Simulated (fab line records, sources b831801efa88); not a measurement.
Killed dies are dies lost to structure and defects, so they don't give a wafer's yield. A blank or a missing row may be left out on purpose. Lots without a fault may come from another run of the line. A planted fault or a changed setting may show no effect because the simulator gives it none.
A struck lot beside a sound one | flow sky130 | 15 steps out of a route of 708
Sound: wafers L532.1, L532.3, L532.6. Struck: wafers L520.1, L520.2, L520.6. The cause comes at the end.
At each step with rows: each side's tool, then ch and its chambers, then its first start. Under that, the readings that differ: sound wafers | struck wafers | difference of the means | sigmas: that difference in standard deviations of wafers without a fault.
alike: readings whose means differ by less than 2 such deviations, and words and numbers that are the same on both sides. not compared: withheld readings, readings that some wafer has no value for, bounds like >300 that may hide the same value, and numbers for which the record gives no deviation and whose values overlap.
The two part at a step that has a row with sigmas, a row that says differs or no value, or rows on one side only. Numbers that don't overlap but have no deviation are shown without sigmas and don't part them. A reading that every wafer of one side lacks parts them only if that side has two wafers or more.

first, 6 steps without rows for these wafers: SKY_POLY_CUT_COAT_02 (resist thk 60 nm); SKY_POLY_CUT_COAT_03 (resist thk 450 nm); SKY_POLY_CUT_SOFTBAKE_04 (time 90 s); SKY_POLY_CUT_EXPOSE_05 (exposes mask NPCM, target cd 270 nm); SKY_POLY_CUT_PEB_06; SKY_POLY_CUT_DEVELOP_07 (develop time 60 s).
SKY_POLY_CUT_CD_MEAS_08: target cd 270 nm.
  sound on cd_sem-02, day 31 07:27; struck on cd_sem-01, day 27 19:40
  alike: cd_nm
SKY_POLY_CUT_OVL_MEAS_09:
  sound on overlay-02, day 31 07:34; struck on overlay-01, day 27 19:47
  alike: POLY_CUT_OVL
SKY_POLY_CUT_ETCH_10: etches BARC in N2/H2, stops on SiO2, time 45.9 s, target depth 60 nm.
  sound on rie_diel-04 ch 0,1,3, day 31 07:36; struck on rie_diel-01 ch 1,2,3, day 27 19:49
  alike: drypump_motor_current_A, oes_product_au, throttle_valve_pct
  not compared: rf_hours_counter_h
SKY_POLY_CUT_ETCH_11: etches Si3N4 in CF4/CH2F2/Ar, stops on poly-Si, time 42.5 s, target depth 60 nm.
  sound on rie_diel-04 ch 0,1,3, day 31 07:38; struck on rie_diel-01 ch 1,2,3, day 27 19:52
  alike: cf4_flow_sccm, drypump_motor_current_A, oes_product_au, throttle_valve_pct
  not compared: rf_hours_counter_h
SKY_POLY_CUT_STRIP_12: strips in O2/N2.
  sound on plasma_asher-03 ch 0, day 31 07:41; struck on plasma_asher-04 ch 0,1, day 27 19:54
  reading               | sound             | struck            | difference | sigmas
  oes_product_au (a.u.) | 0.462 0.461 0.457 | 0.447 0.451 0.452 | -0.010     | -2
  alike: drypump_motor_current_A, strip_time_to_endpoint_s
  not compared: rf_hours_counter_h
then, 1 step without rows for these wafers: SKY_SD_P_DEHYDRATE_00 (time 60 s).
SKY_SD_P_HMDS_01: prime time 60 s.
  sound on litho_track-02 ch 0, day 31 19:31; struck on litho_track-01 ch 0, day 28 09:27
  reading          | sound                | struck               | difference | sigmas
  prime_temp_c (C) | 120.05 120.14 120.14 | 113.99 114.04 114.26 | -6.01      | -50
then, 1 step without rows for these wafers: SKY_SD_P_COAT_02 (resist thk 1140 nm).
-- the record jumps here: 20 days lie between the struck wafers' starts before and after (it left off in module SD_P and takes up again in module PAD_OPEN, whose first step shown is number 708 of the route) --
SKY_PAD_OPEN_PROBE_99:
  sound on prober-01, day 50 08:04; struck on prober-02, day 48 06:29
  alike: killed_at_M0_to_M3, killed_at_M4_up, killed_at_contacts, killed_at_front_end, killed_at_other, killed_dies, killed_on_rim, killed_open, killed_short

WHERE THEY PART
First at SKY_POLY_CUT_STRIP_12; last, within this record, at SKY_SD_P_HMDS_01. Later steps at which nothing parts them and some readings are alike: SKY_PAD_OPEN_PROBE_99.

WHY: what the simulator had put in
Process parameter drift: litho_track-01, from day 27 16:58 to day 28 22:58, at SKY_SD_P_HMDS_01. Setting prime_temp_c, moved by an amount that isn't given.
